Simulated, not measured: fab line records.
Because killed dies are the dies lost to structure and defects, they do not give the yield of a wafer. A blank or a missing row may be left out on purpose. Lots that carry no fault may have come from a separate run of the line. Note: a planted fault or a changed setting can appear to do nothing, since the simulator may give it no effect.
fab line records    flow sfq_line
[record] lots = 15  wafers = 45  last_day = 89
route steps=325 shown I1@73 M2@95
lots with no fault: from the same line, run without faults
start_h: the number of hours between the record's first day and the start of the first shown wafer of the lot    wait_h: hours from the lot's prior step to this one    " unchanged from the row above    L1.1+2: one row covering several wafers at once    - no value present, or no start provided    * or withheld: withheld    < > ~ a bound
route shown NAME@n: names a module that has steps shown in the file, with the first one's number in the route    usual: mean and standard deviation over wafers with no fault    same: alike in all rows    chamber/n: place in a boat    sites: per-site readings    _std_site: how widely they spread, as a standard deviation    _edge_site: outer sites' mean less inner sites'    radius_mm: how far each site lies from the wafer's centre    mask NAME#n: copy n    behind: the last tool/chamber to shape the wafer    hold: why the lot was held/for how many hours/how that ended    device: transistor that didn't switch, given as n, p or np    end of line: the tests these same wafers got at the end of their route    a step given without rows: its recipe and nothing more    killed: not the wafer's yield, but the dies lost to structure and defects at the first sort    map: dies across one wafer; x = killed, . = not, _ = none there
set.NAME: setting as actually run; set.NAME@STEP: the setting as run at that earlier step    model.NAME: the simulator's own value behind a step, which no gauge read
steps of the route over a sample of lots; a table a step, a row a wafer
services: a tool's chamber out of use, with start hour (start_h, from the record's first day; less than 0 if before it), hours out, and reason
[[steps]]
[step SFQ_TRILAYER_I1_DEP_PECVD_045]
[recipe] material = SiO2  temp_c = 150  time_s = 111.11  pressure_torr = 2.4  rf_w = 183.3  precursor = SiH4/N2O  target_thk_nm = 500
[usual] chamber_pressure_Torr = 2.399/0.0057  heater_power_outer_w = 32/9.7  heater_power_w = 88/16  showerhead_vpp_V = 831/35  throttle_valve_pct = 23.8/1.5
lot.wafer  tool      chamber  start_h  wait_h  chamber_pressure_Torr  heater_power_outer_w  heater_power_w  showerhead_vpp_V  throttle_valve_pct
L967.1     pecvd-03  0        343.54   0.0     2.403                  23                    70              820               22.1
L967.4     "         0        "        "       2.406                  25                    73              829               22.2
L967.6     "         2        "        "       2.394                  39                    97              862               24.9
L968.1     pecvd-04  1        351.16   0.0     2.390                  30                    89              815               25.4
L968.5     "         1        "        "       2.395                  33                    93              812               25.2
L968.6     "         2        "        "       2.395                  39                    101             782               26.6
L969.3     pecvd-03  0        360.76   0.0     2.398                  32                    81              826               22.5
L969.4     "         2        "        "       2.411                  49                    113             853               24.8
L969.6     "         0        "        "       2.401                  20                    67              810               22.0
L973.2     pecvd-01  0        412.88   0.0     2.396                  38                    104             827               23.1
L973.3     "         1        "        "       2.406                  23                    79              861               23.1
L973.4     "         0        "        "       2.391                  40                    109             849               23.2
L974.2     pecvd-03  1        424.90   0.0     -                      -                     -               -                 -
L974.4     "         2        "        "       -                      -                     -               -                 -
L974.5     "         0        "        "       -                      -                     -               -                 -
L975.1     pecvd-03  0        440.48   0.0     -                      -                     -               -                 -
L975.4     "         2        "        "       -                      -                     -               -                 -
L975.5     "         1        "        "       -                      -                     -               -                 -
L976.2     pecvd-03  2        444.11   0.0     -                      -                     -               -                 -
L976.4     "         2        "        "       -                      -                     -               -                 -
L976.6     "         1        "        "       -                      -                     -               -                 -
L979.1     pecvd-04  0        457.28   0.0     2.397                  37                    94              915               26.4
L979.5     "         1        "        "       2.401                  37                    99              811               25.6
L979.6     "         2        "        "       2.401                  37                    101             789               27.1
L980.2     pecvd-04  1        470.48   0.0     2.405                  35                    96              812               25.4
L980.4     "         1        "        "       2.402                  39                    104             821               25.7
L980.6     "         2        "        "       2.401                  39                    102             797               27.3
L982.1     pecvd-04  2        494.03   0.0     2.403                  42                    106             798               26.9
L982.4     "         1        "        "       2.392                  40                    103             814               25.7
L982.5     "         0        "        "       2.393                  34                    89              913               26.3
L983.2     pecvd-03  2        496.43   0.0     2.406                  47                    112             848               25.2
L983.4     "         2        "        "       2.401                  50                    116             841               25.1
L983.6     "         1        "        "       2.391                  24                    71              799               22.7
L984.1     pecvd-01  0        508.23   0.0     2.406                  40                    108             822               23.6
L984.2     "         2        "        "       2.404                  31                    80              795               22.7
L984.5     "         1        "        "       2.388                  17                    72              872               23.3
L985.1     pecvd-03  1        520.23   0.0     2.400                  21                    68              800               22.7
L985.2     "         0        "        "       2.403                  24                    71              806               22.8
L985.5     "         0        "        "       2.407                  26                    73              822               22.4
L987.1     pecvd-03  2        534.22   0.0     2.400                  51                    116             853               25.2
L987.3     "         0        "        "       2.390                  31                    81              821               22.6
L987.4     "         2        "        "       2.404                  53                    118             864               25.6
L988.2     pecvd-01  0        543.83   0.0     2.400                  41                    110             838               23.4
L988.4     "         1        "        "       2.401                  18                    71              866               23.7
L988.5     "         2        "        "       2.405                  36                    86              786               22.9
[step SFQ_TRILAYER_I1_METRO_MEASURE_047]
lot.wafer   tool           chamber  start_h  wait_h
L967.1+4+6  film_metro-04  -        346.74   0.1
L968.1+5+6  film_metro-03  -        354.65   0.1
L969.3+4+6  film_metro-04  -        364.36   0.5
L973.2+3+4  film_metro-02  -        419.99   0.3
L974.2+4+5  film_metro-03  -        432.30   0.3
L975.1+4+5  film_metro-02  -        444.10   0.1
L976.2+4+6  film_metro-03  -        450.30   0.3
L979.1+5+6  film_metro-02  -        462.10   0.1
L980.2+4+6  film_metro-03  -        474.21   0.3
L982.1+4+5  film_metro-04  -        497.23   0.1
L983.2+4+6  film_metro-04  -        500.43   0.3
L984.1+2+5  film_metro-04  -        513.23   0.1
L985.1+2+5  film_metro-04  -        528.91   0.1
L987.1+3+4  film_metro-02  -        538.39   0.1
L988.2+4+5  film_metro-02  -        547.23   0.3
[step SFQ_TRILAYER_I1_VIA_ETCH_VIA_ETCH_052]
[recipe] target = SiO2  stop_on = Nb  mask_material = PR  taper_deg = 20  chemistry = CHF3  target_depth_nm = 260  source_w = 500  bias_w = 80  pressure_mtorr = 30  time_s = withheld
[usual] bias_w = 79.98/0.24  drypump_motor_current_A = 5.8/0.49  oes_product_au = 0.854/0.0053
lot.wafer  tool         chamber  start_h  wait_h  bias_w  drypump_motor_current_A  oes_product_au
L967.1     rie_diel-03  3        372.69   0.0     80.41   6.1                      0.851
L967.4     "            2        "        "       79.93   5.0                      0.861
L967.6     "            0        "        "       79.66   4.9                      0.858
L968.1     rie_diel-01  0        378.69   0.0     80.07   6.0                      0.858
L968.5     "            0        "        "       79.89   6.0                      0.857
L968.6     "            1        "        "       80.20   4.8                      0.850
L969.3     rie_diel-02  2        387.09   0.0     79.58   6.0                      0.862
L969.4     "            3        "        "       80.17   5.6                      0.858
L969.6     "            0        "        "       79.85   6.1                      0.847
L973.2     rie_diel-01  3        434.27   0.0     79.80   5.8                      0.854
L973.3     "            0        "        "       80.12   6.0                      0.848
L973.4     "            1        "        "       80.20   4.8                      0.853
L974.2     rie_diel-02  2        446.27   0.0     80.52   6.0                      0.382
L974.4     "            0        "        "       79.83   6.1                      0.372
L974.5     "            2        "        "       80.11   6.0                      0.380
L975.1     rie_diel-03  0        459.47   0.0     80.23   4.9                      0.374
L975.4     "            1        "        "       80.10   6.3                      0.372
L975.5     "            2        "        "       80.10   5.0                      0.375
L976.2     rie_diel-02  0        466.67   0.0     79.77   6.1                      0.373
L976.4     "            1        "        "       79.68   6.3                      0.375
L976.6     "            3        "        "       79.85   5.6                      0.373
L979.1     rie_diel-01  0        497.56   0.0     80.06   6.0                      0.859
L979.5     "            3        "        "       79.74   5.8                      0.856
L979.6     "            0        "        "       80.10   6.0                      0.849
L980.2     rie_diel-02  0        511.96   0.0     79.85   6.1                      0.849
L980.4     "            0        "        "       80.00   6.1                      0.851
L980.6     "            3        "        "       80.14   5.6                      0.857
L982.1     rie_diel-02  0        531.16   0.0     79.93   6.1                      0.848
L982.4     "            3        "        "       79.77   5.6                      0.843
L982.5     "            0        "        "       79.83   6.1                      0.858
L983.2     rie_diel-01  3        534.76   0.0     80.02   5.8                      0.854
L983.4     "            2        "        "       80.30   5.8                      0.858
L983.6     "            0        "        "       79.58   6.0                      0.860
L984.1     rie_diel-01  2        543.91   0.0     80.06   5.8                      0.845
L984.2     "            3        "        "       79.81   5.8                      0.852
L984.5     "            3        "        "       80.25   5.8                      0.850
L985.1     rie_diel-01  3        562.68   0.0     80.21   5.8                      0.855
L985.2     "            2        "        "       80.06   5.7                      0.851
L985.5     "            3        "        "       79.89   5.8                      0.849
L987.1     rie_diel-02  2        575.88   0.0     80.03   6.0                      0.859
L987.3     "            0        "        "       79.87   6.1                      0.848
L987.4     "            3        "        "       80.08   5.6                      0.852
L988.2     rie_diel-01  3        584.28   0.0     80.71   5.8                      0.852
L988.4     "            1        "        "       79.70   4.8                      0.854
L988.5     "            2        "        "       79.96   5.8                      0.866
[step SFQ_TRILAYER_M2_LITHO_EXPOSE_058]
[recipe] mask_id = M2  na = 0.6  source_shape = conventional  sigma_outer = 0.65  target_cd_nm = 500  dose_mj = 14.4
[usual] exposure_dose_mJ_cm2 = 14.399/0.012  focus_offset_nm = -0.1/0.54
lot.wafer  tool            chamber  start_h  wait_h  mask  exposure_dose_mJ_cm2  focus_offset_nm
L967.1     krf_scanner-01  0        390.32   -       M2#0  14.396                -0.2
L967.4     "               0        "        "       M2#0  14.393                0.2
L967.6     "               0        "        "       M2#0  14.400                0.7
L968.1     krf_scanner-01  0        396.32   -       M2#0  14.393                -0.5
L968.5     "               0        "        "       M2#0  14.413                0.2
L968.6     "               0        "        "       M2#0  14.388                -0.5
L969.3     krf_scanner-01  0        405.50   -       M2#0  14.392                -0.3
L969.4     "               0        "        "       M2#0  14.370                0.0
L969.6     "               0        "        "       M2#0  14.371                0.2
L973.2     krf_scanner-01  0        449.70   -       M2#0  14.395                -0.4
L973.3     "               0        "        "       M2#0  14.411                0.0
L973.4     "               0        "        "       M2#0  14.388                0.3
L974.2     krf_scanner-01  -        460.50   -       M2#0  -                     -
L974.4     "               -        "        "       M2#0  -                     -
L974.5     "               -        "        "       M2#0  -                     -
L975.1     krf_scanner-01  -        474.80   -       M2#0  -                     -
L975.4     "               -        "        "       M2#0  -                     -
L975.5     "               -        "        "       M2#0  -                     -
L976.2     krf_scanner-01  -        500.98   -       M2#0  -                     -
L976.4     "               -        "        "       M2#0  -                     -
L976.6     "               -        "        "       M2#0  -                     -
L979.1     krf_scanner-01  0        530.78   -       M2#0  14.399                0.3
L979.5     "               0        "        "       M2#0  14.397                -0.1
L979.6     "               0        "        "       M2#0  14.411                -0.2
L980.2     krf_scanner-01  0        541.33   -       M2#0  14.379                -0.4
L980.4     "               0        "        "       M2#0  14.395                0.4
L980.6     "               0        "        "       M2#0  14.365                -0.2
L982.1     krf_scanner-01  0        565.91   -       M2#0  14.385                0.2
L982.4     "               0        "        "       M2#0  14.388                1.1
L982.5     "               0        "        "       M2#0  14.403                -0.1
L983.2     krf_scanner-01  0        569.71   -       M2#0  14.383                -0.7
L983.4     "               0        "        "       M2#0  14.390                -0.8
L983.6     "               0        "        "       M2#0  14.408                0.2
L984.1     krf_scanner-01  0        579.11   -       M2#0  14.398                -0.3
L984.2     "               0        "        "       M2#0  14.385                -0.3
L984.5     "               0        "        "       M2#0  14.395                0.0
L985.1     krf_scanner-01  0        594.71   -       M2#0  14.406                0.4
L985.2     "               0        "        "       M2#0  14.417                0.9
L985.5     "               0        "        "       M2#0  14.386                0.0
L987.1     krf_scanner-01  0        609.11   -       M2#0  14.408                -0.4
L987.3     "               0        "        "       M2#0  14.395                -0.4
L987.4     "               0        "        "       M2#0  14.382                -0.5
L988.2     krf_scanner-01  0        616.51   -       M2#0  14.406                -0.3
L988.4     "               0        "        "       M2#0  14.384                -0.3
L988.5     "               0        "        "       M2#0  14.394                -1.0
[[services]]
tool            chamber  start_h  hours  kind
rie_diel-02     3        349.75   4.4    repair
rie_diel-01     -        354.79   15.6   pm
krf_scanner-01  -        365.57   0.8    pm
film_metro-04   -        371.13   1.4    pm
krf_scanner-01  -        384.69   0.2    repair
film_metro-04   -        388.59   0.2    pm
pecvd-03        -        404.63   1.4    repair
pecvd-03        1        405.20   6.2    repair
film_metro-04   -        455.38   0.3    pm
krf_scanner-01  -        467.50   1.3    pm
film_metro-04   -        471.34   0.7    pm
krf_scanner-01  -        479.60   1.0    pm
krf_scanner-01  -        480.15   15.8   repair
rie_diel-01     3        504.28   3.9    repair
rie_diel-02     2        511.31   18.5   repair
pecvd-03        1        530.11   21.2   repair
rie_diel-02     2        534.33   9.1    repair
krf_scanner-01  -        534.38   0.8    pm
pecvd-03        2        538.66   26.1   repair
rie_diel-01     2        539.74   2.4    repair
film_metro-04   -        546.82   1.0    pm
krf_scanner-01  -        547.13   4.4    pm
rie_diel-01     1        586.24   8.5    repair
rie_diel-02     3        615.74   12.1   repair
[[key]]
[first_sign] step = SFQ_TRILAYER_I1_DEP_PECVD_045  reading = tool_record  direction = missing
[effect] step = SFQ_TRILAYER_I1_VIA_ETCH_VIA_ETCH_052  reading = oes_product_au  direction = down  sigmas = 91  usual = 0.854  struck = 0.375
[effect] step = SFQ_TRILAYER_M2_LITHO_EXPOSE_058  reading = tool_record  direction = missing
met_at SFQ_TRILAYER_I1_DEP_PECVD_045
struck_lots L974,L975,L976
onset_between 360.76 424.90
[fault] kind = skipped_step_whole  tool = pecvd-03  chamber = -  onset_h = 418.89  steps = SFQ_TRILAYER_I1_DEP_PECVD_045  scope = struck_lots_only
